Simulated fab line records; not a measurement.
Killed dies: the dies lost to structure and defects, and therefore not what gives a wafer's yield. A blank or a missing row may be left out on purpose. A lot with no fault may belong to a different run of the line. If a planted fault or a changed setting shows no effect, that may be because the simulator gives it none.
Chamber matching ; flow gf180mcu ; 4 sister chambers for GF_V5_CMP_04 on cmp-02
The step polishes SiO2. 4 wafers are shown with their chamber, then 7 later ones without.

## EACH WAFER AND ITS CHAMBER
wafer;chamber;motor current A (A)
L205.1;1;11.5
L215.3;0;13.2
L221.1;2;12.0
L221.5;3;13.2

## WAFERS WHOSE CHAMBER IS MISSING
wafer;motor current A (A)
L221.6;12.9
L223.2;11.4
L223.4;11.6
L223.5;14.6
L224.3;10.9
L224.4;13.0
L224.5;11.3

## THE CHAMBER EACH PASSED THROUGH
wafer;from the rows above;in truth
L221.6;can't be placed: 0 or 3 or 2 or 1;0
L223.2;can't be placed: 1 or 2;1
L223.4;can't be placed: 1 or 2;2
L223.5;can't be placed: 0 or 3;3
L224.3;can't be placed: 1 or 2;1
L224.4;can't be placed: 0 or 3 or 2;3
L224.5;can't be placed: 1 or 2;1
Correct placement for 0 of the 7. These rows do not allow placing 7 (true chamber among the candidates in 7). Number placed wrongly: 0.
How it was worked out, from the rows above alone: a wafer's distance from a chamber is the root of the sum, over the readings, of the square of ((its reading less the chamber's mean) divided by the reading's scatter). If the next closest chamber is less than 2 further off than the closest, the wafer can't be placed; otherwise it belongs to the closest. A chamber's mean is the mean of its shown wafers. The scatter: with one shown wafer a chamber, the root of the mean of the squares of how far each hidden wafer lies from its nearest shown one.
